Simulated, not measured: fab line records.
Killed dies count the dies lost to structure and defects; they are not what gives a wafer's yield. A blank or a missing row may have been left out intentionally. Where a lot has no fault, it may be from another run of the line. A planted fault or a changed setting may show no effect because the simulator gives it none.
Shared-tool check || flow gf180mcu || 33 wafers sampled across 11 lots

WHAT PROMPTED THE OPENING
GF_V2_RS_MEAS_24, reading V2_W_RS: flagged on 2 of 11 lots. Fault-free wafers read 0.325 ohm/sq, with a standard deviation of 0.0035.
Rule: a lot is flagged when every wafer of it that has a number lies more than 4 standard deviations from that mean, or none has a number. As for the other lots, they are considered sound.

{"lot": "L705", "measured": "day 20 10:15", "on": "filmMetro-03", "V2_W_RS (ohm/sq), wafer by wafer": "0.321 0.318 0.326", "flag": ""}
{"lot": "L706", "measured": "day 20 21:44", "on": "filmMetro-04", "V2_W_RS (ohm/sq), wafer by wafer": "0.332 0.328 0.335", "flag": ""}
{"lot": "L708", "measured": "day 21 14:54", "on": "filmMetro-01", "V2_W_RS (ohm/sq), wafer by wafer": "0.326 0.323 0.325", "flag": ""}
{"lot": "L710", "measured": "day 22 17:55", "on": "filmMetro-01", "V2_W_RS (ohm/sq), wafer by wafer": "0.327 0.328 0.324", "flag": ""}
{"lot": "L713", "measured": "day 23 16:32", "on": "filmMetro-03", "V2_W_RS (ohm/sq), wafer by wafer": "0.322 0.324 0.321", "flag": ""}
{"lot": "L715", "measured": "day 24 10:13", "on": "filmMetro-01", "V2_W_RS (ohm/sq), wafer by wafer": "0.414 0.419 0.421", "flag": "FLAGGED"}
{"lot": "L716", "measured": "day 24 16:22", "on": "filmMetro-03", "V2_W_RS (ohm/sq), wafer by wafer": "0.431 0.419 0.425", "flag": "FLAGGED"}
{"lot": "L723", "measured": "day 26 23:57", "on": "filmMetro-04", "V2_W_RS (ohm/sq), wafer by wafer": "0.319 0.319 0.321", "flag": ""}
{"lot": "L724", "measured": "day 27 05:29", "on": "filmMetro-04", "V2_W_RS (ohm/sq), wafer by wafer": "0.321 0.324 0.328", "flag": ""}
{"lot": "L726", "measured": "day 28 02:58", "on": "filmMetro-03", "V2_W_RS (ohm/sq), wafer by wafer": "0.327 0.324 0.331", "flag": ""}
{"lot": "L727", "measured": "day 28 04:07", "on": "filmMetro-01", "V2_W_RS (ohm/sq), wafer by wafer": "0.323 0.320 0.328", "flag": ""}
Average over the flagged lots: 0.421 ohm/sq; offset from the usual +0.096 ohm/sq, equal to +28 standard deviations.

WHICH TOOL RAN EACH LOT
Before the reading, the record contains 2 process steps out of a 602-step route. Read each cell as the tool, then ch plus the chambers that the sampled wafers visited, then the start.
{"lot": "L705", "flag": "", "GF_V2_CMP_04": "cmp-02 ch 0,2,3, day 19 08:53", "GF_V2_CVD_23": "cvdW-01 ch 0,1, day 20 10:07"}
{"lot": "L706", "flag": "", "GF_V2_CMP_04": "cmp-02 ch 1,2, day 19 20:23", "GF_V2_CVD_23": "cvdW-02 ch 1, day 20 21:38"}
{"lot": "L708", "flag": "", "GF_V2_CMP_04": "cmp-02 ch 1,2,3, day 20 13:07", "GF_V2_CVD_23": "cvdW-02 ch 0,1, day 21 14:47"}
{"lot": "L710", "flag": "", "GF_V2_CMP_04": "cmp-02 ch 0,2,3, day 21 16:55", "GF_V2_CVD_23": "cvdW-02 ch 0,1, day 22 17:49"}
{"lot": "L713", "flag": "", "GF_V2_CMP_04": "cmp-01 ch 2,3, day 22 16:43", "GF_V2_CVD_23": "cvdW-01 ch 0,1, day 23 16:25"}
{"lot": "L715", "flag": "FLAGGED", "GF_V2_CMP_04": "cmp-01 ch 0,2,3, day 23 10:51", "GF_V2_CVD_23": "cvdW-02 ch 0,1, day 24 10:04"}
{"lot": "L716", "flag": "FLAGGED", "GF_V2_CMP_04": "cmp-01 ch 0,2,3, day 23 17:19", "GF_V2_CVD_23": "cvdW-02 ch 0,1, day 24 16:16"}
{"lot": "L723", "flag": "", "GF_V2_CMP_04": "cmp-01 ch 0,1,3, day 26 01:55", "GF_V2_CVD_23": "cvdW-01 ch 0,1, day 26 23:49"}
{"lot": "L724", "flag": "", "GF_V2_CMP_04": "cmp-01 ch 0,1, day 26 07:01", "GF_V2_CVD_23": "cvdW-01 ch 0,1, day 27 05:22"}
{"lot": "L726", "flag": "", "GF_V2_CMP_04": "cmp-02 ch 0,1,2, day 27 05:28", "GF_V2_CVD_23": "cvdW-02 ch 0,1, day 28 02:50"}
{"lot": "L727", "flag": "", "GF_V2_CMP_04": "cmp-02 ch 0,1,3, day 27 06:50", "GF_V2_CVD_23": "cvdW-01 ch 0,1, day 28 04:00"}
These steps, and what they do:
- GF_V2_CMP_04: polishes SiO2.
- GF_V2_CVD_23: deposits W, target thk 350 nm, time 104.94 s.
- GF_V2_RS_MEAS_24: measures by four-point-probe.

FLAGGED OVER TOTAL, TOOL BY TOOL (the gauges that took the reading come last)
{"step": "GF_V2_CMP_04", "tool": "cmp-01", "lots run": 5, "flagged": 2, "share of the flagged lots": "all", "sound lots run after its first flagged lot": "2 (L723,L724)"}
{"step": "GF_V2_CMP_04", "tool": "cmp-02", "lots run": 6, "flagged": 0, "share of the flagged lots": "none", "sound lots run after its first flagged lot": "-"}
{"step": "GF_V2_CVD_23", "tool": "cvdW-01", "lots run": 5, "flagged": 0, "share of the flagged lots": "none", "sound lots run after its first flagged lot": "-"}
{"step": "GF_V2_CVD_23", "tool": "cvdW-02", "lots run": 6, "flagged": 2, "share of the flagged lots": "all", "sound lots run after its first flagged lot": "1 (L726)"}
{"step": "GF_V2_RS_MEAS_24", "tool": "filmMetro-01", "lots run": 4, "flagged": 1, "share of the flagged lots": "some", "sound lots run after its first flagged lot": "1 (L727)"}
{"step": "GF_V2_RS_MEAS_24", "tool": "filmMetro-03", "lots run": 4, "flagged": 1, "share of the flagged lots": "some", "sound lots run after its first flagged lot": "1 (L726)"}
{"step": "GF_V2_RS_MEAS_24", "tool": "filmMetro-04", "lots run": 3, "flagged": 0, "share of the flagged lots": "none", "sound lots run after its first flagged lot": "-"}

THE TABLE: WHAT IT ALLOWS
cmp-01 at GF_V2_CMP_04 and cvdW-02 at GF_V2_CVD_23 are the 2 rows of the table that ran each flagged lot.
- cmp-01 at GF_V2_CMP_04: 2 of its 5 lots flagged. After the first flagged lot (L723, L724), sound lots still ran on it; a lasting fault on the whole tool would not permit that.
- cvdW-02 at GF_V2_CVD_23: 2 of its 6 lots flagged. After the first flagged lot (L726), sound lots still ran on it; a lasting fault on the whole tool would not permit that.
Not one row of the table ran every flagged lot while running no sound lot after the first.

WHAT WAS PUT IN BY THE SIMULATOR
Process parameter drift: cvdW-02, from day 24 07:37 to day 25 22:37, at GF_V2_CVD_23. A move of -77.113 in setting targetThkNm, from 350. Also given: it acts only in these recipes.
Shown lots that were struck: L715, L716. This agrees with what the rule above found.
